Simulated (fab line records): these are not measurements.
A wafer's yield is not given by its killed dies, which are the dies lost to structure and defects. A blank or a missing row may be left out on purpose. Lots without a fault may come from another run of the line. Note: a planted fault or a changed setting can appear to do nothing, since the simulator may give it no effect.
A sampling plan put to the test || flow gf180mcu || each of the 13 faults these records tell of, on one fab line, judged from the records of the lots it struck
What counts as the plan is the set of the line's own looks, namely the steps on the route at which a gauge or an inspection reads a wafer and does not change it. A look is open to judgement when struck wafers have a number at it and the file gives its usual mean and standard deviation on fault-free wafers. Caught: at a look after the fault's first step, the mean of the struck wafers lies 4 or more of those standard deviations (sigma) from the usual mean. On the tool: the identical test, applied to the tool's own readings at the steps of the fault. Also counted as caught: the struck wafers showing another recipe, or a record that is empty for them alone.

THE FAULTS, as the simulator had put them in
1. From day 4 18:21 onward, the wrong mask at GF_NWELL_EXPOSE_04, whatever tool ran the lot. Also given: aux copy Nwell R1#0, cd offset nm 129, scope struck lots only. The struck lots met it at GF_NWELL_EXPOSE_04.
2. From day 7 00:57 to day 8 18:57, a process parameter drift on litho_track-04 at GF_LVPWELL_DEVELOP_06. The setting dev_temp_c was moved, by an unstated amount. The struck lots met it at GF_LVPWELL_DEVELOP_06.
3. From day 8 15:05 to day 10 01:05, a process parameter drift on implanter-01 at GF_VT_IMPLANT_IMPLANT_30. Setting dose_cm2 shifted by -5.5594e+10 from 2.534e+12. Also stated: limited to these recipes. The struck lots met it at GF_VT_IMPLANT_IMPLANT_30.
4. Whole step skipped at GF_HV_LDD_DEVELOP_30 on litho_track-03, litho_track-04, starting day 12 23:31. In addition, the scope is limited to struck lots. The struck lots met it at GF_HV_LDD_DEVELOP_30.
5. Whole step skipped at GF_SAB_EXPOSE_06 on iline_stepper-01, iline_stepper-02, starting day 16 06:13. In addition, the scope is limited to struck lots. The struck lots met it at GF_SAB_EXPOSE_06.
6. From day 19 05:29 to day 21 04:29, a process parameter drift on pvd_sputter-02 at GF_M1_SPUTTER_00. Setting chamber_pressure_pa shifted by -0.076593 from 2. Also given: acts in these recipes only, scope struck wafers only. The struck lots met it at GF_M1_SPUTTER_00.
7. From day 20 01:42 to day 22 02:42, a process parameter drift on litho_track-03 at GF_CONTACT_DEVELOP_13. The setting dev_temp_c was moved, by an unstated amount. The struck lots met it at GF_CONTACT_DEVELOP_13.
8. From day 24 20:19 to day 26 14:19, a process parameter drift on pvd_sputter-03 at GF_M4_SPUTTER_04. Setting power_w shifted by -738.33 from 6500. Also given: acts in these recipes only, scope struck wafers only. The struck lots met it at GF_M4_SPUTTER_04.
9. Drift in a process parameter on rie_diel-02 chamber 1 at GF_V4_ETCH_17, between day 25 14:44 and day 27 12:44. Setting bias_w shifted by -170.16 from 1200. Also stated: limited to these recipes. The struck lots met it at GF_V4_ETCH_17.
10. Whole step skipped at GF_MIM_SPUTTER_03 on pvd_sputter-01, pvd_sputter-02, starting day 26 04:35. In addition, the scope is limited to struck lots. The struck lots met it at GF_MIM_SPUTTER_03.
11. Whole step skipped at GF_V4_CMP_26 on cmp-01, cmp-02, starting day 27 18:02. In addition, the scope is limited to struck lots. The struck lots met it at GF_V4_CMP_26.
12. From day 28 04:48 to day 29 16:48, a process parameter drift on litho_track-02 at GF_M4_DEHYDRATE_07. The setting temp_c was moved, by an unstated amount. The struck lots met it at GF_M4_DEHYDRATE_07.
13. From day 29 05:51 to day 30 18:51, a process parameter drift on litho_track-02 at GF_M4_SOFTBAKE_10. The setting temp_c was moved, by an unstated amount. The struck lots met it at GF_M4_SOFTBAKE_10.

WHAT THE PLAN SAW
{"fault": 1, "on the tool itself": "no reading that can be judged", "first look that catches it": "no look after it can be judged", "reading, sigma": "-", "median hours from its first step to that look": "-", "hours from the fault's start to the first struck lot there": "-", "judged looks passed uncaught": 0}
{"fault": 2, "on the tool itself": "developer_temp_C -10 sigma", "first look that catches it": "not the one look that can be judged after it", "reading, sigma": "-", "median hours from its first step to that look": "-", "hours from the fault's start to the first struck lot there": "-", "judged looks passed uncaught": 1}
{"fault": 3, "on the tool itself": "dose_ions_cm2 -17 sigma", "first look that catches it": "none of the 2 looks that can be judged after it", "reading, sigma": "-", "median hours from its first step to that look": "-", "hours from the fault's start to the first struck lot there": "-", "judged looks passed uncaught": 2}
{"fault": 4, "on the tool itself": "the tool's record is blank for the struck wafers", "first look that catches it": "no look after it can be judged", "reading, sigma": "-", "median hours from its first step to that look": "-", "hours from the fault's start to the first struck lot there": "-", "judged looks passed uncaught": 0}
{"fault": 5, "on the tool itself": "no reading that can be judged", "first look that catches it": "no look after it can be judged", "reading, sigma": "-", "median hours from its first step to that look": "-", "hours from the fault's start to the first struck lot there": "-", "judged looks passed uncaught": 0}
{"fault": 6, "on the tool itself": "chamber_pressure_pa -18 sigma", "first look that catches it": "no look after it can be judged", "reading, sigma": "-", "median hours from its first step to that look": "-", "hours from the fault's start to the first struck lot there": "-", "judged looks passed uncaught": 0}
{"fault": 7, "on the tool itself": "developer_temp_C +22 sigma", "first look that catches it": "no look after it can be judged", "reading, sigma": "-", "median hours from its first step to that look": "-", "hours from the fault's start to the first struck lot there": "-", "judged looks passed uncaught": 0}
{"fault": 8, "on the tool itself": "cathode_dc_power_W -99 or beyond sigma", "first look that catches it": "no look after it can be judged", "reading, sigma": "-", "median hours from its first step to that look": "-", "hours from the fault's start to the first struck lot there": "-", "judged looks passed uncaught": 0}
{"fault": 9, "on the tool itself": "bias_w -43 sigma", "first look that catches it": "no look after it can be judged", "reading, sigma": "-", "median hours from its first step to that look": "-", "hours from the fault's start to the first struck lot there": "-", "judged looks passed uncaught": 0}
{"fault": 10, "on the tool itself": "the tool's record is blank for the struck wafers", "first look that catches it": "no look after it can be judged", "reading, sigma": "-", "median hours from its first step to that look": "-", "hours from the fault's start to the first struck lot there": "-", "judged looks passed uncaught": 0}
{"fault": 11, "on the tool itself": "the tool's record is blank for the struck wafers", "first look that catches it": "no look after it can be judged", "reading, sigma": "-", "median hours from its first step to that look": "-", "hours from the fault's start to the first struck lot there": "-", "judged looks passed uncaught": 0}
{"fault": 12, "on the tool itself": "heater_power_total_W +13 sigma", "first look that catches it": "not the one look that can be judged after it", "reading, sigma": "-", "median hours from its first step to that look": "-", "hours from the fault's start to the first struck lot there": "-", "judged looks passed uncaught": 1}
{"fault": 13, "on the tool itself": "heater_power_total_W -42 sigma", "first look that catches it": "GF_M4_CD_MEAS_14", "reading, sigma": "cd_nm +6.1", "median hours from its first step to that look": 9.2, "hours from the fault's start to the first struck lot there": 19, "judged looks passed uncaught": 0}
A dash: this means the fault isn't caught or the number doesn't appear in these records.

Caught at a look: 1 of 13. Caught on the tool: 11 of 13. By one or the other: 11 of 13.
Faults caught by the tool alone: 2, 3, 4, 6, 7, 8, 9, 10, 11, 12.
Caught by neither: faults 1, 5.

THINNER SAMPLING
In the worst case, this is how late the first struck lot would be measured if the look that catches a fault measured only every second or every third lot, by lot number:
{"fault": 13, "struck lots at that look, in order of time": "L211, L213", "every lot": "19 h", "every second lot": "may miss all 2", "every third lot": "may miss all 2"}
Hours: fault start to first struck lot measured. 4 sigma limit: tested on the pooled struck wafers, so a lone lot may be under it. Other struck lots may not be in these records.

THE LONGEST TIMED WAY FROM STEP TO LOOK
Fault 13: the median time between GF_M4_SOFTBAKE_10 and GF_M4_CD_MEAS_14 is 9.2 hours. No look between them can be judged.
